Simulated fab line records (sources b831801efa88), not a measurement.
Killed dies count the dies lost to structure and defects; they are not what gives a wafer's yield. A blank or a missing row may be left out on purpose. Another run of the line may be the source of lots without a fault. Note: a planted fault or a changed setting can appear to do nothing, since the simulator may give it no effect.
fab line records	flow sky130
record: lots: 13	wafers: 39	lastDay: 50
route steps=708 shown LI_CONTACT@364 CONTACT@410 PAD_OPEN@708
lots with no fault: from the same line, run without faults
startH: the number of hours between the record's first day and the start of the first shown wafer of the lot	waitH: how many hours have passed since the lot's step before this one	" unchanged from the row above	L1.1+2: one row covering several wafers at once	- no value, or no start was given	* or withheld: withheld	< > ~ a bound
route shown NAME@n: a module of which the file shows steps, and the number in the route of the first	usual: mean/standard deviation taken from wafers without a fault	same: alike in all rows	chamber/n: place in a boat	sites: per-site readings	_std_site: standard deviation across them	_edge_site: inner sites' mean taken away from outer sites' mean	radiusMm: how far each site lies from the wafer's centre	mask NAME#n: copy n	behind: the tool/chamber that last shaped the wafer	hold: reason for holding the lot/hours on hold/outcome of the hold	device: transistor that didn't switch, given as n, p or np	end of line: tests of these same wafers at the route's end	for a step that has no rows: nothing shown but its recipe	killed: at the first sort, the dies lost to defects and structure; wafer yield is something else	map: the dies of a wafer, with x for killed, . for not killed, _ for no die there
set.NAME: the setting the step ran with; set.NAME@STEP: the setting that earlier step ran with	model.NAME: the simulator's own value behind a step, which no gauge read
the route's steps for a sample of lots (tables are steps, rows are wafers)
services: the hour from which a tool's chamber was out of use, counted from the record's first day as startH (under 0 if before that day), plus the number of hours and why
== steps ==
step: SKY_LI_CONTACT_CMP_02
recipe: material: PSG	downForcePsi: 4	platenRpm: 60	padVelocityMS: 0.94248
usual: motorCurrentA: 11.4/1.1	timeToEndpointS: 32.2/2.5
lot.wafer	tool	chamber	startH	waitH	motorCurrentA	timeToEndpointS
L319.3	cmp-01	1	633.77	0.0	10.1	32.8
L319.1	"	2	"	"	12.3	30.5
L319.5	"	1	"	"	9.9	34.9
L320.2	cmp-02	3	640.06	0.1	13.8	29.8
L320.5	"	1	"	"	10.5	30.9
L320.6	"	2	"	"	11.5	29.4
L322.4	cmp-01	2	675.62	0.1	11.6	33.4
L322.2	"	0	"	"	11.1	33.2
L322.5	"	1	"	"	10.3	31.7
L324.1	cmp-01	3	687.96	0.1	11.0	27.9
L324.4	"	0	"	"	10.8	28.1
L324.3	"	1	"	"	10.2	27.7
L326.2	cmp-01	0	710.77	0.0	11.4	32.6
L326.1	"	3	"	"	10.8	34.4
L326.5	"	0	"	"	11.1	33.4
L332.3	cmp-02	0	749.25	0.2	12.4	34.6
L332.1	"	1	"	"	10.3	37.3
L332.6	"	3	"	"	13.7	31.5
L335.3	cmp-02	2	775.78	0.2	11.6	39.3
L335.6	"	3	"	"	14.3	36.0
L335.5	"	0	"	"	12.8	35.0
L336.3	cmp-01	0	776.58	0.1	10.8	30.5
L336.4	"	2	"	"	11.5	30.4
L336.6	"	3	"	"	10.1	33.1
L338.4	cmp-01	2	826.24	0.3	11.5	30.2
L338.5	"	3	"	"	10.5	29.1
L338.6	"	0	"	"	10.7	32.2
L339.3	cmp-01	2	827.57	0.0	11.9	28.3
L339.1	"	3	"	"	10.7	31.3
L339.4	"	0	"	"	10.7	31.1
L340.1	cmp-01	0	829.17	0.1	10.7	32.8
L340.3	"	3	"	"	10.9	33.5
L340.5	"	1	"	"	10.1	32.8
L341.2	cmp-01	2	830.67	0.1	12.3	31.8
L341.3	"	0	"	"	10.9	36.9
L341.6	"	2	"	"	11.4	32.0
L342.4	cmp-01	2	833.85	0.1	11.9	28.6
L342.5	"	0	"	"	10.6	32.1
L342.6	"	1	"	"	10.7	31.3
step: SKY_LI_CONTACT_OVL_MEAS_13
usual: LI_CONTACT_OVL: -1/4.6
lot.wafer	tool	chamber	startH	waitH	LI_CONTACT_OVL[nm]
L319.1	overlay-02	-	662.21	0.1	-3
L319.3	"	-	"	"	-4
L319.5	"	-	"	"	-4
L320.2	overlay-02	-	669.66	0.1	3
L320.5	"	-	"	"	4
L320.6	"	-	"	"	4
L322.2	overlay-02	-	703.91	0.1	4
L322.4	"	-	"	"	2
L322.5	"	-	"	"	5
L324.1	overlay-02	-	714.56	0.1	-8
L324.3	"	-	"	"	-8
L324.4	"	-	"	"	-3
L326.1	overlay-02	-	735.76	0.1	-8
L326.2	"	-	"	"	0
L326.5	"	-	"	"	-7
L332.1	overlay-02	-	777.11	0.1	-6
L332.3	"	-	"	"	-1
L332.6	"	-	"	"	2
L335.3	overlay-02	-	801.17	0.1	3
L335.5	"	-	"	"	2
L335.6	"	-	"	"	-5
L336.3	overlay-02	-	802.42	0.1	2
L336.4	"	-	"	"	-5
L336.6	"	-	"	"	2
L338.4	overlay-02	-	852.18	0.1	-4
L338.5	"	-	"	"	0
L338.6	"	-	"	"	3
L339.1	overlay-02	-	853.91	0.1	-12
L339.3	"	-	"	"	-5
L339.4	"	-	"	"	-4
L340.1	overlay-01	-	855.86	0.1	-1
L340.3	"	-	"	"	-8
L340.5	"	-	"	"	-8
L341.2	overlay-01	-	856.56	0.1	7
L341.3	"	-	"	"	9
L341.6	"	-	"	"	2
L342.4	overlay-01	-	860.43	0.1	-1
L342.5	"	-	"	"	-4
L342.6	"	-	"	"	-2
step: SKY_LI_CONTACT_CVD_21
recipe: material: W	targetThkNm: 400	timeS: 120.56	tempC: 403.9	pressureTorr: 40
usual: heaterPowerW: 836/56
lot.wafer	tool	chamber	startH	waitH	heaterPowerW
L319.1	cvdW-01	1	662.80	0.0	883
L319.3	"	1	"	"	867
L319.5	"	1	"	"	897
L320.2	cvdW-02	1	670.25	0.0	867
L320.5	"	0	"	"	802
L320.6	"	1	"	"	854
L322.2	cvdW-02	0	704.50	0.0	813
L322.4	"	0	"	"	821
L322.5	"	0	"	"	804
L324.1	cvdW-01	0	715.19	0.0	742
L324.3	"	0	"	"	737
L324.4	"	1	"	"	893
L326.1	cvdW-02	0	736.56	0.0	789
L326.2	"	1	"	"	879
L326.5	"	0	"	"	821
L332.1	cvdW-01	0	777.70	0.0	740
L332.3	"	0	"	"	738
L332.6	"	0	"	"	744
L335.3	cvdW-02	0	801.80	0.1	784
L335.5	"	1	"	"	902
L335.6	"	0	"	"	832
L336.3	cvdW-02	0	803.05	0.1	795
L336.4	"	1	"	"	877
L336.6	"	0	"	"	820
L338.4	cvdW-02	1	852.86	0.1	869
L338.5	"	0	"	"	804
L338.6	"	1	"	"	892
L339.1	cvdW-01	0	854.56	0.0	747
L339.3	"	0	"	"	749
L339.4	"	1	"	"	904
L340.1	cvdW-02	1	856.45	0.0	873
L340.3	"	0	"	"	819
L340.5	"	1	"	"	903
L341.2	cvdW-02	0	857.23	0.1	803
L341.3	"	0	"	"	784
L341.6	"	1	"	"	859
L342.4	cvdW-02	0	861.07	0.1	802
L342.5	"	0	"	"	800
L342.6	"	1	"	"	864
step: SKY_CONTACT_CMP_04
recipe: material: SiO2	downForcePsi: 4	platenRpm: 60	padVelocityMS: 0.94248
usual: motorCurrentA: 11.4/1	timeToEndpointS: 81/3.5
lot.wafer	tool	chamber	startH	waitH	motorCurrentA	timeToEndpointS
L319.1	cmp-01	2	692.79	0.1	12.5	76
L319.3	"	0	"	"	10.8	77
L319.5	"	2	"	"	12.1	78
L320.2	cmp-02	1	700.22	0.0	10.5	84
L320.6	"	1	"	"	10.5	87
L320.5	"	2	"	"	10.9	86
L322.2	cmp-01	1	729.34	0.1	10.9	108
L322.4	"	2	"	"	11.7	107
L322.5	"	0	"	"	10.7	86
L324.3	cmp-02	0	742.96	0.1	12.3	80
L324.1	"	1	"	"	10.7	89
L324.4	"	2	"	"	11.5	88
L326.2	cmp-01	1	765.34	0.1	10.2	106
L326.1	"	2	"	"	12.4	76
L326.5	"	1	"	"	9.8	76
L332.3	cmp-02	2	805.63	0.1	11.7	80
L332.1	"	3	"	"	14.1	80
L332.6	"	1	"	"	10.6	78
L335.3	cmp-01	3	830.00	0.2	10.7	78
L335.5	"	0	"	"	10.6	84
L335.6	"	1	"	"	10.2	83
L336.4	cmp-01	0	830.97	0.3	11.2	79
L336.3	"	2	"	"	11.8	76
L336.6	"	0	"	"	11.0	76
L338.4	cmp-02	3	880.93	0.2	14.2	79
L338.5	"	0	"	"	12.8	81
L338.6	"	1	"	"	10.9	82
L339.3	cmp-01	2	882.37	0.0	12.0	82
L339.1	"	0	"	"	10.4	82
L339.4	"	1	"	"	10.4	78
L340.3	cmp-01	3	884.14	0.1	10.8	78
L340.1	"	0	"	"	10.8	79
L340.5	"	2	"	"	12.0	76
L341.2	cmp-01	3	885.49	0.1	11.0	79
L341.3	"	0	"	"	11.2	80
L341.6	"	3	"	"	10.2	80
L342.4	cmp-01	2	890.63	0.3	12.0	80
L342.5	"	3	"	"	11.2	79
L342.6	"	0	"	"	11.0	82
step: SKY_CONTACT_ETCH_17
recipe: target: SiO2	chemistry: C4F8/O2/Ar	stopOn: Si3N4	maskMaterial: KrF-thick	sourceW: 1500	biasW: 1200	pressureMtorr: 40	c4f8FlowSccm: withheld	O2_flow_sccm: 6	Ar_flow_sccm: 300	timeS: withheld	targetDepthA: 3400
usual: oesProductAu: 0.891/0.0045
lot.wafer	tool	chamber	startH	waitH	oesProductAu
L319.1	rieDiel-04	0	719.29	0.0	0.889
L319.3	"	1	"	"	0.892
L319.5	"	3	"	"	0.888
L320.2	rieDiel-01	0	725.19	0.0	0.882
L320.5	"	0	"	"	0.893
L320.6	"	3	"	"	0.894
L322.2	rieDiel-04	0	757.14	0.0	0.997
L322.4	"	3	"	"	0.987
L322.5	"	3	"	"	0.900
L324.1	rieDiel-01	0	769.89	0.0	0.887
L324.3	"	3	"	"	0.895
L324.4	"	2	"	"	0.890
L326.1	rieDiel-04	2	791.99	0.0	0.889
L326.2	"	0	"	"	0.992
L326.5	"	0	"	"	0.892
L332.1	rieDiel-01	3	830.94	0.0	0.890
L332.3	"	0	"	"	0.890
L332.6	"	2	"	"	0.891
L335.3	rieDiel-04	0	855.79	0.0	0.898
L335.5	"	3	"	"	0.890
L335.6	"	0	"	"	0.888
L336.3	rieDiel-01	3	856.79	0.0	0.887
L336.4	"	2	"	"	0.895
L336.6	"	3	"	"	0.893
L338.4	rieDiel-03	3	906.99	0.0	0.888
L338.5	"	3	"	"	0.889
L338.6	"	0	"	"	0.897
L339.1	rieDiel-04	3	907.64	0.0	0.894
L339.3	"	2	"	"	0.887
L339.4	"	0	"	"	0.887
L340.1	rieDiel-03	0	909.80	0.0	0.893
L340.3	"	2	"	"	0.896
L340.5	"	0	"	"	0.887
L341.2	rieDiel-01	0	911.34	0.0	0.886
L341.3	"	2	"	"	0.890
L341.6	"	0	"	"	0.888
L342.4	rieDiel-03	1	916.89	0.0	0.894
L342.5	"	3	"	"	0.893
L342.6	"	2	"	"	0.889
step: SKY_PAD_OPEN_PROBE_99
usual: killed_at_M0_to_M3: 43/7.3	killed_at_M4_up: 3.1/1.7	killedAtContacts: 24/4.7	killedAtFrontEnd: 15/4.6	killedAtOther: 0.3/0.55	killedDies: 86/9.7	killedOpen: 47/6.7	killedShort: 39/6.5
same: grossDies: 492	killedAtBackSide: 0
lot.wafer	tool	chamber	startH	waitH	killed_at_M0_to_M3	killed_at_M4_up	killedAtContacts	killedAtFrontEnd	killedAtOther	killedDies	killedOpen	killedShort
L322.2	prober-01	-	1089.15	0.1	52	3	187	22	1	265	69	44
L322.4	prober-01	-	1089.25	0.2	37	3	211	16	0	267	48	31
L322.5	prober-01	-	1089.30	0.2	48	1	21	15	1	86	50	36
L326.1	prober-02	-	1112.02	0.1	42	3	23	13	1	82	52	30
L326.2	prober-02	-	1112.07	0.1	45	5	127	39	0	216	58	52
L326.5	prober-02	-	1112.22	0.2	54	3	29	10	0	96	51	45
L338.4	prober-02	-	1195.41	0.2	53	7	20	15	0	95	43	52
L338.5	prober-02	-	1195.46	0.2	43	2	18	16	1	80	41	39
L338.6	prober-02	-	1195.51	0.2	42	1	24	13	1	81	45	36
killed by level:class
L322.2 CONTACT:areaCmp=152 CONTACT:geometricParticle:open=16 VIA2:geometricParticle:open=14 VIA1:geometricParticle:open=11 POLY_GATE:geometricParticle:open=7 LI_CONTACT:geometricParticle:open=7 CONTACT:geometricParticle:short=6 FIELD_ISO:geometricParticle:short=5
L322.4 CONTACT:areaCmp=188 VIA1:geometricParticle:open=11 VIA2:geometricParticle:open=10 CONTACT:geometricParticle:short=7 CONTACT:geometricParticle:open=7 POLY_GATE:geometricParticle:open=6 LI_CONTACT:geometricParticle:open=5 FIELD_ISO:geometricParticle:open=3
L322.5 VIA1:geometricParticle:open=14 CONTACT:geometricParticle:open=9 VIA2:geometricParticle:open=9 LI_CONTACT:geometricParticle:open=5 VIA1:geometricParticle:short=5 METAL2:geometricParticle:short=5 SPACER:geometricParticle:short=4 POLY_GATE:geometricParticle:open=3
L326.1 VIA1:geometricParticle:open=12 LI_CONTACT:geometricParticle:open=8 CONTACT:geometricParticle:open=8 METAL1:geometricParticle:short=5 VIA2:geometricParticle:open=5 FIELD_ISO:geometricParticle:open=4 VIA3:geometricParticle:short=4 METAL2:geometricParticle:short=4
L326.2 CONTACT:areaCmp=106 CONTACT:geometricParticle:open=11 VIA1:geometricParticle:open=11 FIELD_ISO:geometricParticle:short=10 VIA3:geometricParticle:open=10 POLY_GATE:geometricParticle:short=8 SPACER:geometricParticle:short=7 POLY_GATE:geometricParticle:open=6
L326.5 VIA1:geometricParticle:open=13 CONTACT:geometricParticle:short=12 VIA3:geometricParticle:open=10 CONTACT:geometricParticle:open=7 VIA2:geometricParticle:open=6 METAL2:geometricParticle:short=6 VIA1:geometricParticle:short=5 LI_CONTACT:geometricParticle:open=4
L338.4 VIA1:geometricParticle:open=12 METAL2:geometricParticle:short=7 METAL1:geometricParticle:short=7 FIELD_ISO:geometricParticle:short=6 CONTACT:geometricParticle:open=6 LI_CONTACT:geometricParticle:open=5 METAL4:geometricParticle:short=5 VIA2:geometricParticle:open=5
L338.5 METAL1:geometricParticle:short=9 CONTACT:geometricParticle:open=7 FIELD_ISO:geometricParticle:open=6 VIA2:geometricParticle:open=6 VIA3:geometricParticle:open=6 CONTACT:geometricParticle:short=5 VIA1:geometricParticle:short=5 VIA3:geometricParticle:short=5
L338.6 VIA1:geometricParticle:open=8 VIA2:geometricParticle:open=8 METAL2:geometricParticle:short=7 CONTACT:geometricParticle:open=7 LI_CONTACT:geometricParticle:open=6 FIELD_ISO:geometricParticle:open=5 LOCAL_INTERCONNECT:geometricParticle:short=5 CONTACT:geometricParticle:short=5
== services ==
tool	chamber	startH	hours	kind
rieDiel-01	1	620.02	5.3	repair
cmp-02	-	635.51	0.7	repair
rieDiel-04	1	640.30	13.8	repair
rieDiel-01	-	643.02	0.3	repair
rieDiel-01	1	656.01	6.7	repair
rieDiel-04	0	671.98	6.4	repair
rieDiel-04	1	685.92	6.4	repair
cmp-01	-	697.11	1.5	repair
cvdW-02	-	711.13	1.3	repair
cmp-01	-	719.52	5.9	pm
rieDiel-04	0	732.69	9.7	repair
rieDiel-04	-	737.18	0.6	repair
cmp-01	-	747.79	4.0	pm
cmp-01	-	772.04	1.5	repair
cvdW-02	-	819.55	0.5	repair
cmp-02	-	821.57	5.7	pm
cmp-02	-	827.78	5.6	repair
cmp-02	-	833.09	1.8	repair
cmp-02	-	856.40	9.6	pm
cmp-01	-	888.45	1.7	repair
cmp-01	-	890.97	1.5	repair
cvdW-02	-	904.00	14.0	pm
cmp-01	-	904.37	2.8	repair
cmp-02	-	912.00	4.0	pm
== key ==
firstSign: step: SKY_CONTACT_CMP_04	reading: timeToEndpointS	direction: up	sigmas: 7.5	usual: *	struck: *
effect: step: SKY_CONTACT_ETCH_17	reading: oesProductAu	direction: up	sigmas: 23	usual: 0.891	struck: 0.992
effect: step: SKY_PAD_OPEN_PROBE_99	reading: killedAtContacts	direction: up	sigmas: 32	usual: 24	struck: 175
moreKillsBornAt: SKY_CONTACT_CMP_04@cmp-01: 446
metAt SKY_CONTACT_CMP_04
struckLots L322,L326
struckWafers L322.2,L322.4,L326.2
testerLeftOut L322,L326
notActingAt SKY_LI_CONTACT_CMP_02,SKY_LI_CONTACT_OVL_MEAS_13,SKY_LI_CONTACT_CVD_21
onsetBetween 692.79 729.34
fault: kind: processParameterDrift	tool: cmp-01	chamber: -	onsetH: 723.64	steps: SKY_CONTACT_CMP_04	channel: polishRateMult	offset: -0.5	shape: step	endH: 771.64	scope: struckWafersOnly
testerLeftOut: of these lots the tester's yield and bins aren't shown, on N5 and GAA mostly nor the transistor test; their killed dies are dies lost to structure and defects alone, not to doping, threshold or leakage, so they don't give the yield
